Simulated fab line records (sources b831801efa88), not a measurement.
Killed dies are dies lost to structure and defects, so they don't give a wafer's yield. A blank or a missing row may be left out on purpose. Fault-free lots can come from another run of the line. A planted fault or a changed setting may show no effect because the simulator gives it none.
Which tool did it? :: flow sky130 :: 42 wafers from 14 lots sampled at 4 of the route's 708 steps

== WHAT EACH GAUGE READ, for each wafer ==
SKY_SPACER_THK_MEAS_01.
lot: L726
measured: day 23 10:25
on: film metro-04
SPACER_CVD_00_THK (nm): 42.7 42.9 43.0

lot: L727
measured: day 23 10:25
on: film metro-03
SPACER_CVD_00_THK (nm): 43.0 42.9 43.0

lot: L728
measured: day 24 13:42
on: film metro-04
SPACER_CVD_00_THK (nm): 43.1 43.0 43.1

lot: L733
measured: day 26 05:30
on: film metro-04
SPACER_CVD_00_THK (nm): 42.4 42.8 42.8

lot: L734
measured: day 27 05:16
on: film metro-04
SPACER_CVD_00_THK (nm): 43.7 43.5 43.6

lot: L738
measured: day 27 16:11
on: film metro-03
SPACER_CVD_00_THK (nm): 43.2 43.3 43.2

lot: L736
measured: day 27 16:12
on: film metro-02
SPACER_CVD_00_THK (nm): 43.7 43.4 43.4

lot: L742
measured: day 29 00:12
on: film metro-04
SPACER_CVD_00_THK (nm): 42.7 42.5 42.6

lot: L743
measured: day 29 02:44
on: film metro-04
SPACER_CVD_00_THK (nm): 42.3 42.8 42.7

lot: L744
measured: day 29 20:08
on: film metro-02
SPACER_CVD_00_THK (nm): 42.3 42.3 42.7

lot: L745
measured: day 30 02:25
on: film metro-04
SPACER_CVD_00_THK (nm): 42.8 43.3 42.8

lot: L746
measured: day 30 09:41
on: film metro-04
SPACER_CVD_00_THK (nm): 42.7 42.5 42.8

lot: L747
measured: day 30 17:55
on: film metro-03
SPACER_CVD_00_THK (nm): 43.3 43.1 43.0

lot: L748
measured: day 30 19:09
on: film metro-02
SPACER_CVD_00_THK (nm): 42.4 42.7 42.9

SKY_SD_N_OVL_MEAS_08.
lot: L726
measured: day 28 08:15
on: overlay-01
SD_N_OVL (nm): 1.2 -1.0 0.7

lot: L727
measured: day 28 08:33
on: overlay-01
SD_N_OVL (nm): -0.8 -2.8 -1.5

lot: L728
measured: day 29 09:31
on: overlay-01
SD_N_OVL (nm): 0.8 0.5 0.9

lot: L733
measured: day 30 23:02
on: overlay-01
SD_N_OVL (nm): -1.7 -0.3 -0.3

lot: L734
measured: day 31 23:24
on: overlay-02
SD_N_OVL (nm): -0.9 1.5 0.8

lot: L738
measured: day 32 07:28
on: overlay-02
SD_N_OVL (nm): -0.3 -1.6 -0.1

lot: L736
measured: day 32 09:13
on: overlay-02
SD_N_OVL (nm): 0.1 -1.3 -0.8

lot: L742
measured: day 33 13:39
on: overlay-02
SD_N_OVL (nm): -0.3 -1.8 -0.5

lot: L743
measured: day 33 17:03
on: overlay-02
SD_N_OVL (nm): -1.5 -1.7 0.3

lot: L744
measured: day 34 09:07
on: overlay-01
SD_N_OVL (nm): -0.6 -2.9 -2.8

lot: L745
measured: day 34 15:13
on: overlay-02
SD_N_OVL (nm): -1.1 -0.6 0.9

lot: L746
measured: day 34 20:36
on: overlay-01
SD_N_OVL (nm): 0.3 0.7 2.6

lot: L747
measured: day 35 06:21
on: overlay-02
SD_N_OVL (nm): -1.1 1.0 -0.5

lot: L748
measured: day 35 08:19
on: overlay-01
SD_N_OVL (nm): 0.6 -0.1 -0.7

SKY_LOCAL_INTERCONNECT_OVL_MEAS_12.
lot: L726
measured: day 30 19:37
on: overlay-01
LOCAL_INTERCONNECT_OVL (nm): 4 -1 6

lot: L727
measured: day 30 20:52
on: overlay-02
LOCAL_INTERCONNECT_OVL (nm): 4 6 3

lot: L728
measured: day 31 20:41
on: overlay-02
LOCAL_INTERCONNECT_OVL (nm): 6 6 -1

lot: L733
measured: day 33 09:07
on: overlay-01
LOCAL_INTERCONNECT_OVL (nm): 1 0 -3

lot: L734
measured: day 34 08:07
on: overlay-02
LOCAL_INTERCONNECT_OVL (nm): -4 -5 3

lot: L738
measured: day 34 16:49
on: overlay-02
LOCAL_INTERCONNECT_OVL (nm): -2 8 1

lot: L736
measured: day 34 17:09
on: overlay-02
LOCAL_INTERCONNECT_OVL (nm): 2 -1 2

lot: L742
measured: day 35 22:18
on: overlay-02
LOCAL_INTERCONNECT_OVL (nm): 2 -2 5

lot: L743
measured: day 36 00:44
on: overlay-01
LOCAL_INTERCONNECT_OVL (nm): 2 4 2

lot: L744
measured: day 36 17:01
on: overlay-01
LOCAL_INTERCONNECT_OVL (nm): 11 1 -3

lot: L745
measured: day 36 22:29
on: overlay-02
LOCAL_INTERCONNECT_OVL (nm): 7 7 4

lot: L746
measured: day 37 04:15
on: overlay-01
LOCAL_INTERCONNECT_OVL (nm): -1 -2 1

lot: L747
measured: day 37 12:42
on: overlay-02
LOCAL_INTERCONNECT_OVL (nm): 1 7 6

lot: L748
measured: day 37 15:05
on: overlay-01
LOCAL_INTERCONNECT_OVL (nm): 0 10 4

== EACH LOT AND THE TOOL THAT RAN IT (in order: tool; ch and the chambers of the sampled wafers; start) ==
lot: L726
SKY_LOCAL_INTERCONNECT_COAT_05: litho track-02 ch 0, day 30 06:10

lot: L727
SKY_LOCAL_INTERCONNECT_COAT_05: litho track-01 ch 0, day 30 06:57

lot: L728
SKY_LOCAL_INTERCONNECT_COAT_05: litho track-02 ch 0, day 31 06:07

lot: L733
SKY_LOCAL_INTERCONNECT_COAT_05: litho track-01 ch 0, day 32 19:42

lot: L734
SKY_LOCAL_INTERCONNECT_COAT_05: litho track-01 ch 0, day 33 18:00

lot: L738
SKY_LOCAL_INTERCONNECT_COAT_05: litho track-04 ch 0, day 34 02:47

lot: L736
SKY_LOCAL_INTERCONNECT_COAT_05: litho track-01 ch 0, day 34 03:43

lot: L742
SKY_LOCAL_INTERCONNECT_COAT_05: litho track-02 ch 0, day 35 09:25

lot: L743
SKY_LOCAL_INTERCONNECT_COAT_05: litho track-04 ch 0, day 35 11:53

lot: L744
SKY_LOCAL_INTERCONNECT_COAT_05: litho track-02 ch 0, day 36 03:44

lot: L745
SKY_LOCAL_INTERCONNECT_COAT_05: litho track-02 ch 0, day 36 10:10

lot: L746
SKY_LOCAL_INTERCONNECT_COAT_05: litho track-01 ch 0, day 36 14:48

lot: L747
SKY_LOCAL_INTERCONNECT_COAT_05: litho track-01 ch 0, day 36 23:28

lot: L748
SKY_LOCAL_INTERCONNECT_COAT_05: litho track-04 ch 0, day 37 01:42
- SKY_LOCAL_INTERCONNECT_COAT_05: resist thk 60 nm.

== WHAT THE TOOLS THEMSELVES READ (means of the sampled wafers that have a number; where no wafer has one, the mark that the record gives instead) ==
SKY_LOCAL_INTERCONNECT_COAT_05.
lot: L726
tool: litho track-02
spin speed rpm (rpm): 3000.8

lot: L727
tool: litho track-01
spin speed rpm (rpm): 2999.5

lot: L728
tool: litho track-02
spin speed rpm (rpm): 2999.9

lot: L733
tool: litho track-01
spin speed rpm (rpm): 3074.5

lot: L734
tool: litho track-01
spin speed rpm (rpm): 3073.3

lot: L738
tool: litho track-04
spin speed rpm (rpm): 3001.2

lot: L736
tool: litho track-01
spin speed rpm (rpm): 3075.3

lot: L742
tool: litho track-02
spin speed rpm (rpm): 2999.9

lot: L743
tool: litho track-04
spin speed rpm (rpm): 3001.3

lot: L744
tool: litho track-02
spin speed rpm (rpm): 3000.2

lot: L745
tool: litho track-02
spin speed rpm (rpm): 3001.0

lot: L746
tool: litho track-01
spin speed rpm (rpm): 2998.5

lot: L747
tool: litho track-01
spin speed rpm (rpm): 3001.4

lot: L748
tool: litho track-04
spin speed rpm (rpm): 3000.2

== THE ANSWER, worked out from the rows above alone ==
Rule: usual is defined by the lots themselves. The widest of any qualifying gaps counts: lots, ordered by their means at a reading, are off when they make up no more than a third of the lots, leave a main group of 4 or more, and stand apart from it by 3 or more times the standard deviation of that group's means. A main group is skipped when, at the precision printed for the reading in the tables above, its means are all equal. Also off: a lot with no number at a reading for which 4 or more lots have one. All remaining lots with rows at the step are treated as sound. After the gauges, taken in route order, come the tools' own readings; for these a lot's mean is taken, as printed above. At the first step where some lot is off, the reading lying furthest off is the one used; lots without a number count as furthest.
Off: L733, L734, L736, at SKY_LOCAL_INTERCONNECT_COAT_05 (spin speed rpm). For the main group the mean is 3000.4 rpm and the standard deviation 0.85.
If a tool, at that step or one of the process steps before it, ran each lot that is off and ran no sound lot following the first of them, it fits. None of those tried fits.

== WHAT WAS PUT IN BY THE SIMULATOR ==
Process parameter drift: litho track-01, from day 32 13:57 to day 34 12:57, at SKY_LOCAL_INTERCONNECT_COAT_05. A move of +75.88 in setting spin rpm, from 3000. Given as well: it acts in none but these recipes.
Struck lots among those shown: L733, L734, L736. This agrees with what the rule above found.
